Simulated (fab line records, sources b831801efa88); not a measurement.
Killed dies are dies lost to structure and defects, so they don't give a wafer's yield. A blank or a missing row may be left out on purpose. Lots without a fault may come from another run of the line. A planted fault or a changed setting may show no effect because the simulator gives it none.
Which tool did it? | flow sky130 | 12 lots, 36 wafers sampled, at 4 steps of a route of 708

WHAT THE GAUGES READ, wafer by wafer
SKY_LDD_LDN_OVL_MEAS_07.
lot  | measured     | on         | LDD_LDN_OVL (nm)
L670 | day 22 16:13 | overlay-02 | 3.0 1.8 4.3
L671 | day 23 04:41 | overlay-02 | -0.4 0.7 -1.0
L672 | day 23 17:10 | overlay-02 | -0.7 -0.5 -0.8
L675 | day 24 20:41 | overlay-01 | 1.3 0.6 0.8
L677 | day 25 08:35 | overlay-01 | 2.8 1.5 2.3
L682 | day 27 07:19 | overlay-01 | 0.7 1.5 -0.7
L683 | day 27 14:37 | overlay-01 | -2.3 -0.7 -2.5
L685 | day 28 10:25 | overlay-02 | 0.1 -0.1 -1.8
L687 | day 28 22:54 | overlay-02 | -0.9 0.6 0.5
L688 | day 29 05:40 | overlay-01 | -0.7 -1.3 -0.1
L691 | day 30 00:47 | overlay-01 | -1.1 1.1 0.2
L693 | day 30 21:10 | overlay-01 | 1.1 -0.2 -0.3

WHICH TOOL RAN EACH LOT (tool, then ch and the chambers of the sampled wafers, then the start)
lot  | SKY_LDD_N_IMPLANT_15            | SKY_LDD_P_STRIP_10                   | SKY_LDD_HVN_STRIP_09
L670 | implanter-04 ch 0, day 17 13:46 | plasma_asher-01 ch 0,1, day 18 19:11 | plasma_asher-03 ch 0,1, day 20 02:16
L671 | implanter-03 ch 0, day 18 01:21 | plasma_asher-01 ch 0,1, day 19 08:07 | plasma_asher-03 ch 0,1, day 20 15:15
L672 | implanter-01 ch 0, day 18 14:07 | plasma_asher-03 ch 0,1, day 19 20:37 | plasma_asher-03 ch 0,1, day 21 03:33
L675 | implanter-03 ch 0, day 19 18:01 | plasma_asher-01 ch 0,1, day 21 01:46 | plasma_asher-04 ch 0,1, day 22 08:37
L677 | implanter-01 ch 0, day 20 07:10 | plasma_asher-03 ch 0,1, day 21 14:25 | plasma_asher-02 ch 0,1, day 22 20:54
L682 | implanter-04 ch 0, day 22 08:29 | plasma_asher-04 ch 0,1, day 23 14:49 | plasma_asher-02 ch 1, day 24 20:51
L683 | implanter-04 ch 0, day 22 17:00 | plasma_asher-03 ch 0,1, day 23 23:52 | plasma_asher-04 ch 0,1, day 25 05:18
L685 | implanter-04 ch 0, day 23 12:36 | plasma_asher-03 ch 0,1, day 24 19:04 | plasma_asher-03 ch 0,1, day 26 00:27
L687 | implanter-03 ch 0, day 24 02:20 | plasma_asher-03 ch 0,1, day 25 08:55 | plasma_asher-04 ch 0,1, day 26 14:26
L688 | implanter-01 ch 0, day 24 10:36 | plasma_asher-04 ch 0,1, day 25 15:58 | plasma_asher-03 ch 0,1, day 26 20:22
L691 | implanter-03 ch 0, day 25 08:23 | plasma_asher-03 ch 0,1, day 26 13:46 | plasma_asher-02 ch 0,1, day 27 18:12
L693 | implanter-03 ch 0, day 26 03:47 | plasma_asher-04 ch 0,1, day 27 08:31 | plasma_asher-04 ch 0,1, day 28 13:30
- SKY_LDD_N_IMPLANT_15
- SKY_LDD_P_STRIP_10: strips in O2/N2.
- SKY_LDD_HVN_STRIP_09: strips in O2/N2.

WHAT THE TOOLS THEMSELVES READ (means of the sampled wafers that have a number; where no wafer has one, the mark that the record gives instead)
SKY_LDD_N_IMPLANT_15.
lot  | tool         | tilt_deg (degrees)
L670 | implanter-04 | 30.028
L671 | implanter-03 | 30.005
L672 | implanter-01 | 30.005
L675 | implanter-03 | 30.001
L677 | implanter-01 | 30.003
L682 | implanter-04 | 30.012
L683 | implanter-04 | 30.004
L685 | implanter-04 | 30.013
L687 | implanter-03 | 30.004
L688 | implanter-01 | 29.995
L691 | implanter-03 | 29.994
L693 | implanter-03 | 29.993

SKY_LDD_P_STRIP_10.
lot  | tool            | drypump_motor_current_A (A) | o2_flow_sccm (sccm) | oes_product_au (a.u.) | strip_time_to_endpoint_s (s)
L670 | plasma_asher-01 | 5.9                         | 2993                | 0.715                 | 14.22
L671 | plasma_asher-01 | 5.9                         | 3005                | 0.711                 | 14.22
L672 | plasma_asher-03 | 5.9                         | 3005                | 0.718                 | 14.17
L675 | plasma_asher-01 | 5.9                         | 3002                | 0.714                 | 14.15
L677 | plasma_asher-03 | 5.9                         | 3009                | 0.714                 | 14.10
L682 | plasma_asher-04 | 5.2                         | 2989                | 0.712                 | 14.13
L683 | plasma_asher-03 | 5.7                         | 3007                | 0.719                 | 14.18
L685 | plasma_asher-03 | 5.8                         | 3006                | 0.714                 | 14.15
L687 | plasma_asher-03 | 5.8                         | 2989                | 0.713                 | 14.09
L688 | plasma_asher-04 | 5.5                         | 2983                | 0.716                 | 14.16
L691 | plasma_asher-03 | 5.9                         | 2995                | 0.716                 | 14.20
L693 | plasma_asher-04 | 5.5                         | 3004                | 0.713                 | 14.20

SKY_LDD_HVN_STRIP_09.
lot  | tool            | drypump_motor_current_A (A) | o2_flow_sccm (sccm) | oes_product_au (a.u.) | strip_time_to_endpoint_s (s)
L670 | plasma_asher-03 | 5.9                         | 2995                | 0.410                 | 4.133
L671 | plasma_asher-03 | 5.9                         | 3005                | 0.412                 | 4.135
L672 | plasma_asher-03 | 5.9                         | 2995                | 0.408                 | 4.133
L675 | plasma_asher-04 | 5.5                         | 3006                | 0.406                 | 4.129
L677 | plasma_asher-02 | 5.9                         | 3003                | 0.412                 | 4.150
L682 | plasma_asher-02 | 5.6                         | 3013                | 0.411                 | 4.118
L683 | plasma_asher-04 | 5.2                         | 3001                | 0.407                 | 4.150
L685 | plasma_asher-03 | 5.7                         | 3005                | 0.411                 | 4.144
L687 | plasma_asher-04 | 5.5                         | 3004                | 0.412                 | 4.125
L688 | plasma_asher-03 | 5.7                         | 2998                | 0.404                 | 4.126
L691 | plasma_asher-02 | 5.9                         | 2994                | 0.407                 | 4.116
L693 | plasma_asher-04 | 5.2                         | 3005                | 0.407                 | 4.133

THE ANSWER, worked out from the rows above alone
Rule: what is usual is taken from the lots themselves. Put in order of their means at a reading, lots are off if they are a third of the lots or fewer, leave a main group of 4 or more, and stand apart from it by a gap of 3 or more times the standard deviation of the main group's means; of several such gaps the widest counts. A main group whose means are all the same, to the digits that the tables above print for the reading, isn't used. A lot without any number at a reading at which 4 lots or more have one is off too. The other lots that the step has rows for count as sound. The gauges are gone through in route order, then the tools' own readings, and for those a lot's mean is taken as printed above. The first step at which some lot is off is used, and at that step the reading that is off furthest; a lot without a number counts as furthest.
No lot is off at any reading shown: from this, nothing can be told.

WHAT THE SIMULATOR HAD PUT IN
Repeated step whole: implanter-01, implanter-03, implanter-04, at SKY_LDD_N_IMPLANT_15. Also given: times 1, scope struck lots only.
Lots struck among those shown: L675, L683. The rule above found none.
